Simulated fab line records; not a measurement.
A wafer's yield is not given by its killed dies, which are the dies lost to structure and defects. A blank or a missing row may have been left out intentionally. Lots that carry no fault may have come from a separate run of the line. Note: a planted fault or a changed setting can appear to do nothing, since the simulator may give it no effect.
A sampling plan put to the test	flow sky130	one fab line, 13 faults that these records tell of, each judged on the records of the lots that it struck
The plan is the line's own looks: the steps of the route at which a gauge or an inspection reads the wafer and doesn't change it. A look is open to judgement when struck wafers have a number at it and the file gives its usual mean and standard deviation on fault-free wafers. Caught: the struck wafers' mean, at a look after the fault's first step, is 4 or more of those standard deviations (sigma) away from the usual mean. On the tool: the identical test, applied to the tool's own readings at the steps of the fault. A different recipe on the struck wafers counts as caught too, as does a record blank only for those wafers.

## THE FAULTS, as the simulator had put them in
1. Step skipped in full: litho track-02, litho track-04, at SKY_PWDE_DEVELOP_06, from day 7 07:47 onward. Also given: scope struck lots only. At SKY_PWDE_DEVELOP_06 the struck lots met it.
2. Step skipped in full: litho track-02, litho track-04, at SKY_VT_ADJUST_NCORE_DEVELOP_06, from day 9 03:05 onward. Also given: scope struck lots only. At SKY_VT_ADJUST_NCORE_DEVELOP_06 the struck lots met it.
3. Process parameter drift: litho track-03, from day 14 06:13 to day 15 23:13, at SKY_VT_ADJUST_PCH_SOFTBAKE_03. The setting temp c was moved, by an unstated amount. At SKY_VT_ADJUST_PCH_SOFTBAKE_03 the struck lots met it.
4. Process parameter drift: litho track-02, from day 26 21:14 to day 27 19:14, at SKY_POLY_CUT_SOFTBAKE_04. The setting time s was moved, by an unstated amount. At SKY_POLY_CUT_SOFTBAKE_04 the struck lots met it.
5. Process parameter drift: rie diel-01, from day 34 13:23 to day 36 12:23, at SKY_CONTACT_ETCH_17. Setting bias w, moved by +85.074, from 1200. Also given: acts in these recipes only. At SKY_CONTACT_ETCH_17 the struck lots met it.
6. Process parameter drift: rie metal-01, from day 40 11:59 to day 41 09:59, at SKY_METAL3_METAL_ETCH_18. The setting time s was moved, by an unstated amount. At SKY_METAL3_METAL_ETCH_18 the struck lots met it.
7. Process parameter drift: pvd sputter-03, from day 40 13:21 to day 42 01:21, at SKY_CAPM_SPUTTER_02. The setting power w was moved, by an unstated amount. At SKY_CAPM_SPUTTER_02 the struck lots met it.
8. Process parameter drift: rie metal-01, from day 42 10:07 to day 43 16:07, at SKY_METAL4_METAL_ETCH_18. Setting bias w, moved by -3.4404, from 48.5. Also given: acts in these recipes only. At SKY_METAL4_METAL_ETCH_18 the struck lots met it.
9. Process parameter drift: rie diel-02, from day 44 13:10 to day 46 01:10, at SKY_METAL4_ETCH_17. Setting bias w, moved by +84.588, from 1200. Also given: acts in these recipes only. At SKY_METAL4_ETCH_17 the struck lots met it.
10. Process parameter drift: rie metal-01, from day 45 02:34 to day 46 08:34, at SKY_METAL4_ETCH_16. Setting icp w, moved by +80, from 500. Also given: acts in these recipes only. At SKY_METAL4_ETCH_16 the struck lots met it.
11. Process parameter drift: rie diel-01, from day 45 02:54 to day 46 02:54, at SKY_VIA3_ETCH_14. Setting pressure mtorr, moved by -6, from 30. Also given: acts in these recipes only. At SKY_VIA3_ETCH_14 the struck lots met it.
12. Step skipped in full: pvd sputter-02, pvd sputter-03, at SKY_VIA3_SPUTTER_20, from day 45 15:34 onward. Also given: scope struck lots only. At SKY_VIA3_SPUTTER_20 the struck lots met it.
13. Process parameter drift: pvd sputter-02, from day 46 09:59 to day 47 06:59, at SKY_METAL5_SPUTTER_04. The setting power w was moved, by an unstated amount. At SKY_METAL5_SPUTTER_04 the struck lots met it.

## WHAT THE PLAN SAW
fault	on the tool itself	first look that catches it	reading, sigma	median hours from its first step to that look	hours from the fault's start to the first struck lot there	judged looks passed uncaught
1	the tool's record is blank for the struck wafers	not the one look that can be judged after it	-	-	-	1
2	the tool's record is blank for the struck wafers	no look after it can be judged	-	-	-	0
3	plate temp C -17 sigma	no look after it can be judged	-	-	-	0
4	run length s -32 sigma	none of the 2 looks that can be judged after it	-	-	-	2
5	bias w +26 sigma	not the one look that can be judged after it	-	-	-	1
6	run length s +26 sigma	no look after it can be judged	-	-	-	0
7	cathode dc power W -99 or beyond sigma	no look after it can be judged	-	-	-	0
8	bias w -22 sigma	not the one look that can be judged after it	-	-	-	1
9	bias w +20 sigma	no look after it can be judged	-	-	-	0
10	rf fwd power W +40 sigma	no look after it can be judged	-	-	-	0
11	chamber pressure mTorr -99 or beyond sigma	not the one look that can be judged after it	-	-	-	1
12	the tool's record is blank for the struck wafers	no look after it can be judged	-	-	-	0
13	cathode dc power W -99 or beyond sigma	not the one look that can be judged after it	-	-	-	1
A dash: the fault is not caught, or the number is missing from these records.

Caught at a look: 0 of 13. Caught on the tool: 13 of 13. By one or the other: 13 of 13.
Faults 1, 2, 3, 4, 5, 6, 7, 8, 9, 10, 11, 12, 13 were caught on the tool alone.
